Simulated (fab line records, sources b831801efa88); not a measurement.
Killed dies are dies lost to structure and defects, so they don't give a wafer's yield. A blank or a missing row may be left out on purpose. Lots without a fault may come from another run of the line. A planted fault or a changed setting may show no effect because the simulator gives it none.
Chamber matching | flow sky130 | SKY_VIA3_ETCH_15 on rie_diel-01: 4 sister chambers
The step etches SiO2 in C4F8/O2/Ar, stops on TiN, target depth 507 nm, time 78 s. 8 wafers are shown with their chamber, then 7 later ones without.

WAFERS WITH THEIR CHAMBER
wafer  | chamber | chamber_pressure_mTorr (mTorr) | oes_product_au (a.u.)
L085.3 | 2       | 39.97                          | 0.948
L085.6 | 0       | 39.98                          | 0.949
L086.5 | 2       | 39.99                          | 0.945
L090.2 | 3       | 39.95                          | 0.948
L090.3 | 0       | 40.11                          | 0.939
L090.5 | 1       | 40.02                          | 0.948
L093.1 | 1       | 39.96                          | 0.945
L093.2 | 3       | 39.99                          | 0.947

WAFERS WITHOUT THEIR CHAMBER
wafer  | chamber_pressure_mTorr (mTorr) | oes_product_au (a.u.)
L093.4 | 40.05                          | 0.950
L095.1 | 39.95                          | 0.952
L095.2 | 40.00                          | 0.952
L095.3 | 40.01                          | 0.946
L096.1 | 39.97                          | 0.952
L096.2 | 39.97                          | 0.944
L096.5 | 39.95                          | 0.943

WHICH CHAMBER EACH WENT THROUGH
wafer  | from the rows above               | in truth
L093.4 | can't be placed: 1 or 0 or 2 or 3 | 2
L095.1 | can't be placed: 3 or 2 or 1 or 0 | 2
L095.2 | can't be placed: 3 or 1 or 2 or 0 | 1
L095.3 | can't be placed: 1 or 2 or 0 or 3 | 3
L096.1 | can't be placed: 3 or 2 or 1 or 0 | 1
L096.2 | can't be placed: 2 or 1 or 3 or 0 | 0
L096.5 | can't be placed: 2 or 1 or 3 or 0 | 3
Placed correctly: 0 of 7. Can't be placed from these rows: 7 (the true chamber is among the candidates in 7). Placed wrongly: 0.
How it was worked out, from the rows above alone: a wafer's distance from a chamber is the root of the sum, over the readings, of the square of ((its reading less the chamber's mean) divided by the reading's scatter). The wafer belongs to the nearest chamber; if the next one is less than 2 further off, it can't be placed. A chamber's mean is the mean of its shown wafers. The scatter: the root of (the sum of the squares of (reading less its chamber's mean) over the shown wafers, divided by (wafers less chambers)).
